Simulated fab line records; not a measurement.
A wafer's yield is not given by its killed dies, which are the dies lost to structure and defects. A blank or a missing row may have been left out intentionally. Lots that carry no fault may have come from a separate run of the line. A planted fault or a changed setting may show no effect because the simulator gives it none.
8D (eight disciplines) problem report, filled in by code    flow sky130    the parts of the form that need people (team, actions taken, sign-off) are left out

## 1. WHAT WENT WRONG
Across 9 wafers from 3 lots, LDD_HVN_TW at SKY_LDD_HVN_TW_MEAS_10 averages 2812, while fault-free wafers read 1436 with a standard deviation of 13. So: +99 or more standard deviations from the usual mean.
First observed at day 22 02:06: wafer L401.2, on film-metro-02. At this step, 36 wafers from 12 lots have a number in the record. Rule for "out", or "out of limits": more than 4 standard deviations from the usual mean. Any other wafer with a number is counted as sound.

## 2. WHAT THIS IS AND IS NOT
question                     is                            is not
which readings at this step  LDD_HVN_TW                    -
which lots                   L401, L403, L406              L399, L402, L411, L412, L414, L415, L416, L418, L419
which wafers of those lots   all that have a number        -
read on which gauges         film-metro-02, film-metro-03  film-metro-01
when                         from day 22 02:06             up to then (3 sound wafers); but 24 sound wafers of L402, L411, L412, L414, L415, L416, L418, L419 came after

## 3. THE SUSPECTS, EACH WITH WHAT RULES IT OUT
Counting: a tool at a process step up to the reading stays a suspect if it ran every lot that is out and no sound lot after the first of them.
- ruled out: the gauge at SKY_LDD_HVN_TW_MEAS_10. The wafers that are out were read on 2 gauges (film-metro-02, film-metro-03).
- implanter-01 at SKY_LDD_HVN_IMPLANT_08: ruled out as a lasting fault. After its first lot that is out, L401 (day 22 01:52), sound lots L412, L414 ran on it.
Left after counting: nothing in the record.

## 4. THE CAUSE (what the simulator had put in)
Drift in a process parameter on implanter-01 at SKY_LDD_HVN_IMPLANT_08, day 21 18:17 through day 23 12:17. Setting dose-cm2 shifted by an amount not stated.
Counting ruled it out, wrongly: the rule takes a fault to strike every lot that its tool runs from its start on, and this one did not.

## 5. THE CHAIN OF EFFECTS, in route order
Each row: a reading whose mean over the struck wafers that have a number lies more than 3 standard deviations from the usual. Only readings whose record carries a usual standard deviation are examined. hours: median over the lots of the time between each lot's start at the first step of this table that gives one and its start at this step. sigmas: the change, counted in usual standard deviations.
hours  step                    reading                    usual          on struck wafers  change     sigmas
0      SKY_LDD_HVN_IMPLANT_08  beam-on-s                  10.00 s        11.69             +1.69      +8.9
0      SKY_LDD_HVN_IMPLANT_08  dose-ions-cm2              3e+13          3e+14             +2e+14     +99 or more
0      SKY_LDD_HVN_IMPLANT_08  end-station-pressure-torr  5.11e-06 Torr  5.97e-06          +8.62e-07  +3.2
0      SKY_LDD_HVN_IMPLANT_08  faraday-current-uA         169            1293              +1124      +99 or more
0      SKY_LDD_HVN_TW_MEAS_10  LDD_HVN_TW                 1436           2812              +1376      +99 or more
Here are the process steps it includes:
- SKY_LDD_HVN_IMPLANT_08

## 6. HOW IT WOULD HAVE BEEN CAUGHT EARLIER
In this record the first reading out of limits at a measuring or inspecting step was taken at day 22 02:06, 8 hours after the fault began at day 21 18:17.
The tool's own readings at SKY_LDD_HVN_IMPLANT_08 were out on every struck wafer that the step has a row for (beam-on-s, dose-ions-cm2, faraday-current-uA): an alarm limit on them would have fired on the first of those.
